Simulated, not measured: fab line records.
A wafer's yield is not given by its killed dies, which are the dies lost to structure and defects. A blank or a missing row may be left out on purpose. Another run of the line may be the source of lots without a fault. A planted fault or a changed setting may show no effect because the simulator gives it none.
Split-lot study ; flow sky130 ; route with 708 steps; 5 lots, 23 wafers read

## THE SPLIT ITSELF
At SKY_LDD_LDN_IMPLANT_09, the setting energy kev was moved away from the recipe's 15 on 11 of the 23 wafers read, by -5.9% to +4.0%. All remaining wafers had this setting at the recipe value.

The reading is taken at the split's own step.

## THE READING
In nm, at SKY_LDD_LDN_IMPLANT_09: implant.drp nm, which is the simulator's own figure and was read by no gauge. The file does not state a usual value for it.

wafer;tool, chamber at the split;energy kev as run;against the recipe;implant.drp nm, nm;against lot-mates on the recipe
L074.1;implanter-02, 0;15;recipe;5.933;-
L074.2;implanter-02, 0;15;recipe;5.933;-
L074.3;implanter-02, 0;15;recipe;5.933;-
L074.5;implanter-02, 0;14.38;-4.1%;5.763;-0.170
L074.6;implanter-02, 0;14.38;-4.1%;5.763;-0.170
L079.2;implanter-02, 0;15;recipe;5.933;-
L079.4;implanter-02, 0;15;recipe;5.933;-
L079.5;implanter-02, 0;15;recipe;5.933;-
L082.1;implanter-01, 0;14.12;-5.9%;5.69;-0.243
L082.3;implanter-01, 0;14.12;-5.9%;5.69;-0.243
L082.6;implanter-01, 0;14.12;-5.9%;5.69;-0.243
L082.2;implanter-01, 0;15;recipe;5.933;-
L082.4;implanter-01, 0;15;recipe;5.933;-
L081.1;implanter-04, 0;15.6;+4.0%;6.091;+0.158
L081.3;implanter-04, 0;15.6;+4.0%;6.091;+0.158
L081.4;implanter-04, 0;15.6;+4.0%;6.091;+0.158
L081.2;implanter-04, 0;15;recipe;5.933;-
L081.6;implanter-04, 0;15;recipe;5.933;-
L084.1;implanter-01, 0;15.55;+3.7%;6.078;+0.145
L084.4;implanter-01, 0;15.55;+3.7%;6.078;+0.145
L084.6;implanter-01, 0;15.55;+3.7%;6.078;+0.145
L084.2;implanter-01, 0;15;recipe;5.933;-
L084.3;implanter-01, 0;15;recipe;5.933;-

FIT RESULTS
A straight line over all 23 wafers: implant.drp nm changes by +0.0406 nm for each +1% of energy kev; r = +1.00; the points scatter about the line by 0.0022 nm.
The same after taking each lot's own level away (the mean of its wafers on the recipe; 23 wafers): +0.0406 nm for each +1%; r = +1.00; scatter 0.0022 nm.
According to that fit, moving energy kev by its largest amount changes the reading by 0.24 nm.
The lots' own levels span 5.9330 to 5.9330 nm.
So the lot-to-lot level changes the slope little: the two slopes agree.
Check: for one of the wafers moved furthest among these (-5.9%), held out of the fit, the line's prediction against its lot-mates is -0.239 nm. It came out at -0.243 nm against them.

## OTHER SPLITS APPLIED TO THESE WAFERS
Before the reading, these wafers also passed through other splits. Each is held against what the fit with the lots' levels taken away leaves over:
other split on the same wafers;wafers away from the commonest value;r with implant.drp nm (lot level and that fit taken away)
SKY_LDD_P_DEVELOP_06 develop time s;10;-0.17
SKY_LDD_HVN_IMPLANT_08 energy kev;7;+0.12
SKY_LDD_HVP_IMPLANT_08 energy kev;8;-0.28

## THE WHOLE CHAIN: every reading that the file lists as answering this split, in the file's order
step;what it does;reading;change (the file's fit);r (the file's)
SKY_LDD_LDN_IMPLANT_09;;implant.rp nm (the simulator's own value, which no gauge read);not straight: 12.49 at the lowest setting, 12.91 at the recipe, 13.09 at the highest;not given
SKY_LDD_LDN_IMPLANT_09;;implant.drp nm (the simulator's own value, which no gauge read);+0.0407 nm for each +1% of the setting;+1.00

## FILE'S OWN FIT
implant.drp nm changes by +0.0407 nm for each +1% of energy kev, r = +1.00.
